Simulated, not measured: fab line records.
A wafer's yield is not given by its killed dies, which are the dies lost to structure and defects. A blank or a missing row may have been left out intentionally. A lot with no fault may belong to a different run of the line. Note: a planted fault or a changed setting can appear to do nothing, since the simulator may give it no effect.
Problem report, 8D (eight disciplines) form, completed by code + flow sky130 + the parts of the form that need people (team, actions taken, sign-off) are left out

== 1. WHAT IS WRONG ==
Across 6 wafers from 2 lots, VT_ADJUST_HVTR_TW at SKY_VT_ADJUST_HVTR_TW_MEAS_11 averages 230.2, while fault-free wafers read 210.2 with a standard deviation of 2.1. That puts it +9.5 standard deviations away from the usual mean.
First seen on wafer L336.1, day 10 19:13, on film-metro-02. The record has a number at this step for 39 wafers belonging to 13 lots. Rule for "out", or "out of limits": more than 4 standard deviations from the usual mean. All remaining wafers that have a number are taken as sound.

== 2. WHAT THIS IS AND IS NOT ==
| question                    | is                     | is not                                                                                 |
|-----------------------------|------------------------|----------------------------------------------------------------------------------------|
| which readings at this step | VT_ADJUST_HVTR_TW      | -                                                                                      |
| which lots                  | L336, L338             | L323, L324, L328, L329, L332, L333, L335, L337, L341, L342, L346                       |
| which wafers of those lots  | all that have a number | -                                                                                      |
| read on which gauges        | film-metro-02          | film-metro-01, film-metro-03                                                           |
| when                        | from day 10 19:13      | up to then (21 sound wafers); but 12 sound wafers of L337, L341, L342, L346 came after |

== 3. THE SUSPECTS, EACH WITH WHAT RULES IT OUT ==
Counting: a tool at any process step up to the reading remains a suspect when it ran all the lots that are out and ran no sound lot after the first of those.
- the gauge at SKY_VT_ADJUST_HVTR_TW_MEAS_11 has been ruled out. All the wafers that are out were read on film-metro-02, but those of them that SKY_VT_ADJUST_HVTR_IMPLANT_09 has rows for are out there too, on other tools.
- implanter-01 at SKY_VT_ADJUST_HVTR_IMPLANT_09: ruled out as a lasting fault. The sound lots L341, L346 went through it after L336, its earliest lot that is out (day 10 18:58).
Left after counting: nothing in the record.

== 4. THE CAUSE (what the simulator had put in) ==
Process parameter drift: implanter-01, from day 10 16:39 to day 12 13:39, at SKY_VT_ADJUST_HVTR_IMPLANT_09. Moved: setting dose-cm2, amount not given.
Counting ruled it out, wrongly: the rule takes a fault to strike every lot that its tool runs from its start on, and this one did not.

== 5. THE EFFECT CHAIN, in route order ==
Each row: a reading whose mean over the struck wafers that have a number lies more than 3 standard deviations from the usual. Only readings for which the record gives a usual standard deviation are gone through. hours: the time from each lot's start at the first step in this table that gives one to its start at this step, as a median over the lots. sigmas: the change in usual standard deviations.
| hours | step                          | reading            | usual      | on struck wafers | change      | sigmas      |
|-------|-------------------------------|--------------------|------------|------------------|-------------|-------------|
| 0     | SKY_VT_ADJUST_HVTR_IMPLANT_09 | dose-ions-cm2      | 2.0996e+12 | 2.9046e+12       | +8.0502e+11 | +99 or more |
| 0     | SKY_VT_ADJUST_HVTR_IMPLANT_09 | faraday-current-uA | 11.84      | 16.38            | +4.54       | +18         |
| 0     | SKY_VT_ADJUST_HVTR_TW_MEAS_11 | VT_ADJUST_HVTR_TW  | 210.2      | 230.2            | +20.0       | +9.5        |
Its process steps:
- SKY_VT_ADJUST_HVTR_IMPLANT_09

== 6. HOW IT WOULD HAVE BEEN CAUGHT EARLIER ==
3 hours passed between the start of the fault at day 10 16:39 and the first reading out of limits at a measuring or inspecting step in this record, taken at day 10 19:13.
The tool's own readings at SKY_VT_ADJUST_HVTR_IMPLANT_09 were out on every struck wafer that the step has a row for (dose-ions-cm2, faraday-current-uA): an alarm limit on them would have fired on the first of those.
